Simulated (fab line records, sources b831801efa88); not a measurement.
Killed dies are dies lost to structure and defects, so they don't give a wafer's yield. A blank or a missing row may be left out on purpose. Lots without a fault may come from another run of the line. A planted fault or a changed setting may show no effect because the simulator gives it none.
fab line records | flow sky130
record lots=6 wafers=18 last_day=50
route steps=708 shown VIA2@516 PAD_OPEN@708
lots that met no fault: from a run of the same line without faults
start_h: hours from the record's first day to the start of the lot's first wafer shown | wait_h: hours since the lot's step before | " the same as in the row above | L1.1+2: a row that stands for several wafers | - no value, or no start given | * or withheld: withheld | < > ~ a bound
route shown NAME@n: a module of which the file shows steps, and the number in the route of the first | usual: mean/standard deviation of fault-free wafers | same: alike in all rows | chamber/n: place in a boat | sites: the reading at each site | _std_site: their standard deviation | _edge_site: outer sites' mean less inner sites' | radius_mm: how far each site lies from the wafer's centre | mask NAME#n: copy n | behind: the tool/chamber that last shaped the wafer | hold: why the lot was held/for how many hours/how that ended | device: the transistor (n, p or np) that didn't switch | end of line: the same wafers' tests at the end of the route | a step without rows: its recipe alone | killed: dies lost to structure and defects at the first sort, not the wafer's yield | map: a wafer's dies, x killed, . not, _ none there
set.NAME: the setting as run; set.NAME@STEP: as run at that earlier step | model.NAME: the simulator's own value behind a step, which no gauge read
lots at some steps of the route; a table a step, a row a wafer
services: from which hour (start_h, from the record's first day; less than 0 if before it) a tool's chamber was out of use, for how many hours, and why
## steps
# step SKY_VIA2_EXPOSE_09
# recipe mask_id=VIM2 na=0.8 source_shape=annular sigma_inner=0.55 sigma_outer=0.85 target_cd_nm=200 dose_mj=38
# step SKY_VIA2_PEB_10
# recipe peb_temp_c=withheld peb_time_s=withheld resist=KrF-thick
# step SKY_VIA2_DEVELOP_11
# recipe develop_time_s=60 resist=KrF-thick dev_temp_c=21
# step SKY_VIA2_CD_MEAS_12
# recipe target_cd_nm=200
# usual cd_nm=200.1/1.3
# columns lot.wafer tool chamber start_h wait_h cd_nm
L337.2 cd_sem-02 - 848.42 - 202.1
L337.4 " - " " 201.5
L337.6 " - " " 200.6
L342.1 cd_sem-02 - 882.40 - 200.6
L342.2 " - " " 200.6
L342.5 " - " " 200.3
L343.3 cd_sem-02 - 914.83 - 199.7
L343.5 " - " " 199.5
L343.6 " - " " 199.8
L344.1 cd_sem-01 - 917.69 - 203.4
L344.3 " - " " 202.1
L344.6 " - " " 201.2
L355.2 cd_sem-01 - 977.77 - 202.1
L355.4 " - " " 199.4
L355.5 " - " " 200.9
L358.2 cd_sem-02 - 998.17 - 197.0
L358.3 " - " " 196.9
L358.5 " - " " 198.0
# step SKY_VIA2_OVL_MEAS_13
# usual VIA2_OVL=0/6.1
# columns lot.wafer tool chamber start_h wait_h VIA2_OVL[nm]
L337.2 overlay-02 - 848.52 0.1 -2
L337.4 " - " " -10
L337.6 " - " " -6
L342.1 overlay-02 - 882.52 0.1 -13
L342.2 " - " " -10
L342.5 " - " " -14
L343.3 overlay-01 - 914.93 0.1 1
L343.5 " - " " 0
L343.6 " - " " 12
L344.1 overlay-02 - 917.81 0.1 4
L344.3 " - " " 4
L344.6 " - " " 1
L355.2 overlay-02 - 977.88 0.1 -4
L355.4 " - " " -5
L355.5 " - " " -7
L358.2 overlay-01 - 998.28 0.1 -5
L358.3 " - " " -3
L358.5 " - " " -7
# step SKY_VIA2_ETCH_14
# recipe chemistry=N2/H2 target=BARC ion_energy_ev=200 source_w=500 bias_w=100 pressure_mtorr=30 n2_flow_sccm=100 h2_flow_sccm=200 stop_on=SiO2 time_s=45.9 target_depth_a=600
# usual drypump_motor_current_A=5.5/0.39 h2_flow_sccm=199.9/0.6 oes_product_au=0.856/0.0046 throttle_valve_pct=13.226/0.01
# same time_s=45.9
# columns lot.wafer tool chamber start_h wait_h drypump_motor_current_A h2_flow_sccm oes_product_au rf_hours_counter_h throttle_valve_pct
L337.2 rie_diel-02 0 848.55 0.0 6.1 200.4 0.852 25 13.242
L337.4 " 2 " " 5.7 199.4 0.854 4 13.217
L337.6 " 1 " " 5.7 199.7 0.860 - 13.218
L342.1 rie_diel-04 1 882.55 0.0 5.5 200.2 0.857 13 13.216
L342.2 " 3 " " 5.3 201.2 0.865 7 13.219
L342.5 " 2 " " 5.9 200.2 0.856 - 13.239
L343.3 rie_diel-04 2 914.95 0.0 5.9 199.7 0.855 4 13.220
L343.5 " 1 " " 5.5 200.2 0.848 - 13.225
L343.6 " 2 " " 5.9 199.0 0.857 - 13.231
L344.1 rie_diel-01 2 917.85 0.0 5.9 199.5 0.865 18 13.228
L344.3 " 3 " " 5.6 199.3 0.866 18 13.230
L344.6 " 0 " " 5.7 199.1 0.851 - 13.216
L355.2 rie_diel-04 1 977.91 0.0 5.5 199.4 0.858 15 13.229
L355.4 " 2 " " 5.9 199.4 0.854 5 13.227
L355.5 " 3 " " 5.3 199.2 0.856 - 13.232
L358.2 rie_diel-02 2 998.31 0.0 5.7 199.7 0.861 10 13.237
L358.3 " 3 " " 5.0 201.1 0.855 4 13.234
L358.5 " 2 " " 5.7 199.1 0.859 - 13.218
# step SKY_VIA2_ETCH_15
# recipe target=SiO2 chemistry=C4F8/O2/Ar target_depth_nm=546 stop_on=TiN mask_material=KrF-thick source_w=1500 bias_w=1200 pressure_mtorr=40 c4f8_flow_sccm=withheld O2_flow_sccm=6 Ar_flow_sccm=300 time_s=84
# usual oes_product_au=0.939/0.0047
# same time_s=84
# columns lot.wafer tool chamber start_h wait_h oes_product_au rf_hours_counter_h
L337.2 rie_diel-02 0 848.60 0.0 0.937 25
L337.4 " 2 " " 0.936 4
L337.6 " 1 " " 0.932 -
L342.1 rie_diel-04 1 882.60 0.0 0.935 13
L342.2 " 3 " " 0.940 7
L342.5 " 2 " " 0.945 -
L343.3 rie_diel-04 2 914.99 0.0 0.930 4
L343.5 " 1 " " 0.938 -
L343.6 " 2 " " 0.949 -
L344.1 rie_diel-01 2 917.89 0.0 0.936 18
L344.3 " 3 " " 0.937 18
L344.6 " 0 " " 0.936 -
L355.2 rie_diel-04 1 977.95 0.0 0.944 15
L355.4 " 2 " " 0.942 5
L355.5 " 3 " " 0.940 -
L358.2 rie_diel-02 2 998.35 0.0 0.936 10
L358.3 " 3 " " 0.935 4
L358.5 " 2 " " 0.939 -
# step SKY_VIA2_STRIP_16
# recipe chemistry=O2/N2 power_w=1400 pressure_mtorr=1500 platen_temp_c=withheld o2_flow_sccm=3000 n2_flow_sccm=300 overash_fraction=0.5
# usual drypump_motor_current_A=5.4/0.47 oes_product_au=0.399/0.0042 strip_time_to_endpoint_s=4.051/0.023
# columns lot.wafer tool chamber start_h wait_h drypump_motor_current_A oes_product_au rf_hours_counter_h strip_time_to_endpoint_s
L337.2 plasma_asher-04 0 848.66 0.0 5.7 0.392 100 4.081
L337.4 " 0 " " 5.6 0.394 - 4.066
L337.6 " 0 " " 5.6 0.402 - 4.075
L342.1 plasma_asher-03 0 882.66 0.0 6.0 0.397 44 4.065
L342.2 " 1 " " 5.6 0.409 44 4.042
L342.5 " 1 " " 5.5 0.395 - 4.026
L343.3 plasma_asher-04 1 915.09 0.1 5.1 0.401 - 4.037
L343.5 " 0 " " 5.6 0.397 - 4.077
L343.6 " 1 " " 5.1 0.397 - 4.010
L344.1 plasma_asher-02 0 917.96 0.0 5.8 0.401 17 4.075
L344.3 " 0 " " 5.9 0.404 - 4.075
L344.6 " 0 " " 5.8 0.398 - 4.046
L355.2 plasma_asher-02 1 978.01 0.0 4.7 0.408 23 4.055
L355.4 " 1 " " 4.6 0.396 - 4.030
L355.5 " 0 " " 5.8 0.400 - 4.034
L358.2 plasma_asher-02 0 998.41 0.0 5.8 0.394 25 4.065
L358.3 " 1 " " 4.7 0.398 - 4.067
L358.5 " 1 " " 4.7 0.398 - 4.071
# step SKY_VIA2_STRIP_17
# recipe chemistry=post_etch_residue_remover time_s=1200 temp_c=72.5
# step SKY_VIA2_CLEAN_18
# recipe chemistry=IPA time_s=180 temp_c=25
# step SKY_VIA2_CLEAN_19
# recipe chemistry=O3/DIW dry=n2_spin
# step SKY_VIA2_SPUTTER_20
# recipe material=TiN target_thk_nm=20 chamber_pressure_pa=5 power_w=3875 time_s=80
# usual throttle_valve_pct=30.2/0.79
# same time_s=80
# columns lot.wafer tool chamber start_h wait_h throttle_valve_pct
L337.2 pvd_sputter-03 - 849.25 0.0 29.7
L337.4 " - " " 30.6
L337.6 " - " " 29.6
L342.1 pvd_sputter-01 - 883.26 0.0 29.2
L342.2 " - " " 29.8
L342.5 " - " " 29.3
L343.3 pvd_sputter-03 - 915.65 0.0 30.4
L343.5 " - " " 29.4
L343.6 " - " " 30.6
L344.1 pvd_sputter-03 - 918.55 0.0 29.6
L344.3 " - " " 30.5
L344.6 " - " " 30.2
L355.2 pvd_sputter-01 - 978.60 0.0 31.2
L355.4 " - " " 30.6
L355.5 " - " " 29.7
L358.2 pvd_sputter-04 - 999.01 0.0 29.4
L358.3 " - " " 28.3
L358.5 " - " " 29.5
# step SKY_VIA2_CVD_21
# recipe material=W target_thk_nm=420 time_s=126.4 temp_c=400 pressure_torr=40
# usual chamber_pressure_Torr=40.00/0.073 heater_power_outer_w=531/46 heater_power_w=848/66 time_s=126.4/0
# columns lot.wafer tool chamber start_h wait_h chamber_pressure_Torr heater_power_outer_w heater_power_w time_s
L337.2 cvd_w-02 0 849.31 0.0 40.14 580 929 126.4
L337.4 " 0 " " 39.94 577 904 126.4
L337.6 " 0 " " 39.92 571 911 126.4
L342.1 cvd_w-01 0 883.32 0.0 39.97 534 859 126.4
L342.2 " 1 " " 40.00 481 767 126.4
L342.5 " 1 " " 40.06 476 783 126.4
L343.3 cvd_w-02 1 915.75 0.1 - - - -
L343.5 " 1 " " - - - -
L343.6 " 0 " " - - - -
L344.1 cvd_w-02 1 918.61 0.0 - - - -
L344.3 " 0 " " - - - -
L344.6 " 1 " " - - - -
L355.2 cvd_w-02 1 978.66 0.0 39.97 564 874 126.4
L355.4 " 0 " " 40.07 571 905 126.4
L355.5 " 0 " " 40.11 575 937 126.4
L358.2 cvd_w-01 0 999.07 0.0 39.98 510 828 126.4
L358.3 " 0 " " 39.86 515 829 126.4
L358.5 " 1 " " 40.00 462 733 126.4
# step SKY_VIA2_RS_MEAS_22
# recipe thk_meas_gauge=four-point-probe reads=W_of_VIA2_CVD_21+TiN_of_VIA2_SPUTTER_20
# usual VIA2_W_RS=0.2728/0.0029
# columns lot.wafer tool chamber start_h wait_h VIA2_W_RS[ohm/sq]
L337.2 film_metro-04 - 849.46 0.1 0.2729
L337.4 " - " " 0.2735
L337.6 " - " " 0.2718
L342.1 film_metro-01 - 883.45 0.1 0.2745
L342.2 " - " " 0.2758
L342.5 " - " " 0.2691
L343.3 film_metro-01 - 915.88 0.1 60.305
L343.5 " - " " 61.124
L343.6 " - " " 60.959
L344.1 film_metro-04 - 918.74 0.1 61.618
L344.3 " - " " 61.641
L344.6 " - " " 61.144
L355.2 film_metro-04 - 978.81 0.1 0.2729
L355.4 " - " " 0.2724
L355.5 " - " " 0.2705
L358.2 film_metro-04 - 999.22 0.1 0.2739
L358.3 " - " " 0.2726
L358.5 " - " " 0.2713
# step SKY_VIA2_THK_MEAS_23
# recipe thk_meas_gauge=xrf reads=W_of_VIA2_CVD_21
# usual VIA2_W_THK=419/5
# columns lot.wafer tool chamber start_h wait_h VIA2_W_THK[nm]
L337.2 film_metro-04 - 849.57 0.1 424
L337.4 " - " " 420
L337.6 " - " " 424
L342.1 film_metro-01 - 883.57 0.1 416
L342.2 " - " " 416
L342.5 " - " " 427
L343.3 film_metro-01 - 915.98 0.1 -
L343.5 " - " " <0
L343.6 " - " " <0
L344.1 film_metro-04 - 918.86 0.1 -
L344.3 " - " " -
L344.6 " - " " -
L355.2 film_metro-04 - 978.92 0.1 422
L355.4 " - " " 420
L355.5 " - " " 427
L358.2 film_metro-04 - 999.33 0.1 414
L358.3 " - " " 417
L358.5 " - " " 421
# step SKY_VIA2_CMP_24
# recipe stop_on=SiO2 t_overpolish_s=20 down_force_psi=3.5 platen_rpm=60 target_thk_nm=0 pad_velocity_m_s=0.94248
# usual head_pressure_psi=3.500/0.0075 motor_current_A=10.8/0.89 slurry_flow_ml_min=150.1/0.55 time_to_endpoint_s=99.6/3
# columns lot.wafer tool chamber start_h wait_h head_pressure_psi motor_current_A slurry_flow_ml_min time_to_endpoint_s
L337.4 cmp-01 0 849.62 0.0 3.508 10.9 150.5 96.3
L337.2 " 3 " " 3.493 11.4 149.6 98.2
L337.6 " 1 " " 3.499 9.9 150.2 97.1
L342.1 cmp-02 2 883.68 0.1 3.485 10.0 150.2 98.1
L342.2 " 3 " " 3.510 12.2 150.4 97.3
L342.5 " 2 " " 3.495 9.9 150.0 99.7
L343.3 cmp-01 1 923.54 7.6 3.496 9.5 150.2 0.0
L343.5 " 0 " " 3.498 11.4 150.3 1.9
L343.6 " 1 " " 3.482 9.8 149.7 1.5
L344.1 cmp-01 3 924.99 6.1 3.507 11.5 150.1 0.5
L344.3 " 1 " " 3.503 9.3 148.8 2.3
L344.6 " 3 " " 3.508 10.6 149.7 1.7
L355.2 cmp-02 2 978.97 0.0 3.507 9.9 149.7 102.9
L355.4 " 1 " " 3.508 9.5 149.7 101.8
L355.5 " 3 " " 3.508 11.4 150.0 103.4
L358.3 cmp-02 3 999.43 0.1 3.505 11.7 150.0 104.3
L358.2 " 0 " " 3.503 10.0 150.4 101.6
L358.5 " 2 " " 3.497 9.7 150.1 99.8
# step SKY_PAD_OPEN_PROBE_99
# usual defect_limited_yield=82.2/1.8 killed_at_M0_to_M3=44/7.1 killed_at_M4_up=3.1/1.9 killed_at_contacts=25/5.8 killed_at_front_end=16/4.5 killed_at_other=0.3/0.52 killed_dies=88/9.1 killed_on_rim=17/4 killed_open=48/6.8 killed_short=39/5.8 sort_bin_3_pad_short=0.9/0.4 sort_bin_5_function=10.6/1.4 sort_bin_6_memory=6.3/1.1 sort_n_pass=404/9.1 sort_yield_pct=82.2/1.8
# same gross_dies=492 killed_at_back_side=0 sort_bin_4_leakage[%]=0 sort_bin_8_speed[%]=0
# columns lot.wafer tool chamber start_h wait_h defect_limited_yield[%] killed_at_M0_to_M3 killed_at_M4_up killed_at_contacts killed_at_front_end killed_at_other killed_dies killed_on_rim killed_open killed_short sort_bin_3_pad_short[%] sort_bin_5_function[%] sort_bin_6_memory[%] sort_n_pass sort_yield_pct[%]
L337.2 prober-01 - 1077.46 0.1 84.1 40 2 24 12 0 78 15 47 30 0.8 8.3 6.7 414 84.1
L337.4 prober-01 - 1077.56 0.2 86.0 37 2 15 14 1 69 13 32 36 0.4 7.7 5.9 423 86.0
L337.6 prober-01 - 1077.66 0.2 85.6 38 0 23 9 1 71 10 43 28 0.8 6.9 6.7 421 85.6
L343.3 prober-01 - 1132.25 0.2 0 457 3 16 16 0 492 96 35 34 1.2 94.1 4.7 0 0
L343.5 prober-01 - 1132.35 0.2 0 459 1 19 12 1 492 96 42 38 1.0 93.1 5.9 0 0
L343.6 prober-01 - 1132.40 0.2 0 457 6 17 12 0 492 96 46 39 0.2 93.9 5.9 0 0
L344.1 prober-02 - 1135.52 0.1 0 449 4 29 9 1 492 96 48 34 1.6 93.1 5.3 0 0
L344.3 prober-02 - 1135.62 0.2 0 452 1 30 9 0 492 96 34 43 1.0 94.3 4.7 0 0
L344.6 prober-02 - 1135.77 0.2 0 453 3 22 14 0 492 96 48 34 0.6 92.3 7.1 0 0
# killed by level:class
L337.2 CONTACT:geometric_particle:open=14 VIA1:geometric_particle:open=13 VIA1:geometric_particle:short=7 FIELD_ISO:geometric_particle:open=5 POLY_GATE:geometric_particle:short=5 METAL2:geometric_particle:short=5 VIA3:geometric_particle:open=5 LI_CONTACT:geometric_particle:short=3
L337.4 VIA3:geometric_particle:open=8 FIELD_ISO:geometric_particle:short=6 VIA2:geometric_particle:open=6 LI_CONTACT:geometric_particle:open=5 VIA1:geometric_particle:short=5 METAL2:geometric_particle:short=5 METAL1:geometric_particle:short=4 CONTACT:geometric_particle:open=4
L337.6 CONTACT:geometric_particle:open=11 VIA1:geometric_particle:open=9 METAL2:geometric_particle:short=5 VIA2:geometric_particle:open=5 FIELD_ISO:geometric_particle:short=4 METAL1:geometric_particle:open=4 METAL1:geometric_particle:short=4 VIA1:geometric_particle:short=4
L343.3 VIA2:area_cvd=423 VIA1:geometric_particle:open=8 CONTACT:geometric_particle:open=6 VIA3:geometric_particle:open=6 VIA1:geometric_particle:short=5 FIELD_ISO:geometric_particle:open=4 METAL1:geometric_particle:short=4 METAL3:geometric_particle:short=4
L343.5 VIA2:area_cvd=411 VIA1:geometric_particle:open=13 VIA1:geometric_particle:short=8 CONTACT:geometric_particle:open=7 METAL1:geometric_particle:short=7 LI_CONTACT:geometric_particle:open=6 METAL2:geometric_particle:short=5 VIA2:geometric_particle:short=5
L343.6 VIA2:area_cvd=407 VIA1:geometric_particle:open=10 VIA3:geometric_particle:open=8 CONTACT:geometric_particle:open=7 METAL1:geometric_particle:short=7 METAL2:geometric_particle:short=6 VIA2:geometric_particle:open=6 LOCAL_INTERCONNECT:geometric_particle:short=5
L344.1 VIA2:area_cvd=410 CONTACT:geometric_particle:open=15 VIA1:geometric_particle:open=10 VIA3:geometric_particle:open=9 CONTACT:geometric_particle:short=7 VIA1:geometric_particle:short=5 FIELD_ISO:geometric_particle:short=4 VIA2:geometric_particle:open=4
L344.3 VIA2:area_cvd=415 LOCAL_INTERCONNECT:geometric_particle:short=9 VIA1:geometric_particle:open=8 VIA3:geometric_particle:open=7 CONTACT:geometric_particle:open=7 METAL1:geometric_particle:short=6 LI_CONTACT:geometric_particle:short=5 CONTACT:geometric_particle:short=5
L344.6 VIA2:area_cvd=410 VIA3:geometric_particle:open=9 VIA1:geometric_particle:open=8 CONTACT:geometric_particle:open=7 METAL1:geometric_particle:short=6 CONTACT:geometric_particle:short=6 FIELD_ISO:geometric_particle:open=5 VIA1:geometric_particle:short=5
# map L343.3 (x killed, . not)
__________xxxxxxxxxx_________
________xxxxxxxxxxxxxx_______
______xxxxxxxxxxxxxxxxxx_____
_____xxxxxxxxxxxxxxxxxxxx____
____xxxxxxxxxxxxxxxxxxxxxx___
___xxxxxxxxxxxxxxxxxxxxxxxx__
__xxxxxxxxxxxxxxxxxxxxxxxxxx_
_xxxxxxxxxxxxxxxxxxxxxxxxxxxx
_xxxxxxxxxxxxxxxxxxxxxxxxxxxx
_xxxxxxxxxxxxxxxxxxxxxxxxxxxx
_xxxxxxxxxxxxxxxxxxxxxxxxxxxx
_xxxxxxxxxxxxxxxxxxxxxxxxxxxx
_xxxxxxxxxxxxxxxxxxxxxxxxxxxx
_xxxxxxxxxxxxxxxxxxxxxxxxxxxx
_xxxxxxxxxxxxxxxxxxxxxxxxxxxx
__xxxxxxxxxxxxxxxxxxxxxxxxxx_
___xxxxxxxxxxxxxxxxxxxxxxxx__
____xxxxxxxxxxxxxxxxxxxxxx___
_____xxxxxxxxxxxxxxxxxxxx____
______xxxxxxxxxxxxxxxxxx_____
________xxxxxxxxxxxxxx_______
__________xxxxxxxxxx_________
# map L344.1 (x killed, . not)
__________xxxxxxxxxx_________
________xxxxxxxxxxxxxx_______
______xxxxxxxxxxxxxxxxxx_____
_____xxxxxxxxxxxxxxxxxxxx____
____xxxxxxxxxxxxxxxxxxxxxx___
___xxxxxxxxxxxxxxxxxxxxxxxx__
__xxxxxxxxxxxxxxxxxxxxxxxxxx_
_xxxxxxxxxxxxxxxxxxxxxxxxxxxx
_xxxxxxxxxxxxxxxxxxxxxxxxxxxx
_xxxxxxxxxxxxxxxxxxxxxxxxxxxx
_xxxxxxxxxxxxxxxxxxxxxxxxxxxx
_xxxxxxxxxxxxxxxxxxxxxxxxxxxx
_xxxxxxxxxxxxxxxxxxxxxxxxxxxx
_xxxxxxxxxxxxxxxxxxxxxxxxxxxx
_xxxxxxxxxxxxxxxxxxxxxxxxxxxx
__xxxxxxxxxxxxxxxxxxxxxxxxxx_
___xxxxxxxxxxxxxxxxxxxxxxxx__
____xxxxxxxxxxxxxxxxxxxxxx___
_____xxxxxxxxxxxxxxxxxxxx____
______xxxxxxxxxxxxxxxxxx_____
________xxxxxxxxxxxxxx_______
__________xxxxxxxxxx_________
## services
# columns tool chamber start_h hours kind
cvd_w-02 - 839.81 2.8 pm
rie_diel-04 0 841.54 22.2 repair
plasma_asher-03 - 846.38 1.7 repair
cmp-02 - 851.36 11.3 repair
rie_diel-02 0 865.92 7.0 repair
cmp-02 - 870.86 1.5 repair
pvd_sputter-04 - 880.99 3.0 repair
rie_diel-01 1 888.62 16.4 repair
cmp-01 - 889.07 2.8 repair
cmp-02 - 895.24 4.6 pm
cvd_w-01 - 904.00 14.0 pm
plasma_asher-04 - 908.29 2.4 repair
cvd_w-02 - 908.84 1.1 repair
cvd_w-02 - 913.82 0.9 repair
cmp-01 - 917.69 4.0 pm
plasma_asher-02 - 933.29 1.9 repair
cmp-01 - 937.71 2.2 repair
rie_diel-01 1 956.50 1.6 repair
cvd_w-02 - 958.43 1.0 repair
rie_diel-04 3 959.43 5.1 repair
plasma_asher-02 - 975.00 0.8 repair
rie_diel-04 2 981.30 12.8 repair
plasma_asher-04 - 989.01 10.1 repair
rie_diel-01 2 989.92 17.1 repair
## key
first_sign step=SKY_VIA2_CVD_21 reading=tool_record direction=missing
effect step=SKY_VIA2_RS_MEAS_22 reading=VIA2_W_RS direction=up sigmas=99+ usual=0.2728 struck=61.132
effect step=SKY_VIA2_THK_MEAS_23 reading=VIA2_W_THK direction=missing
effect step=SKY_VIA2_CMP_24 reading=time_to_endpoint_s direction=down sigmas=33 usual=* struck=*
effect step=SKY_PAD_OPEN_PROBE_99 reading=killed_at_M0_to_M3 direction=up sigmas=58 usual=44 struck=454
more_kills_born_at SKY_VIA2_CVD_21@cvd_w-02=2474
met_at SKY_VIA2_CVD_21
struck_wafers L343.3,L343.5,L343.6,L344.1,L344.3,L344.6
later_rows_left_out L343.3,L343.5,L343.6,L344.1,L344.3,L344.6
onset_between 849.31 915.75
fault kind=skipped_step_whole tool=cvd_w-02 chamber=- onset_h=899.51 steps=SKY_VIA2_CVD_21 scope=struck_lots_only
# later_rows_left_out: the simulator's readings of these wafers behind a module that went badly wrong aren't trusted and aren't shown, but for the sort
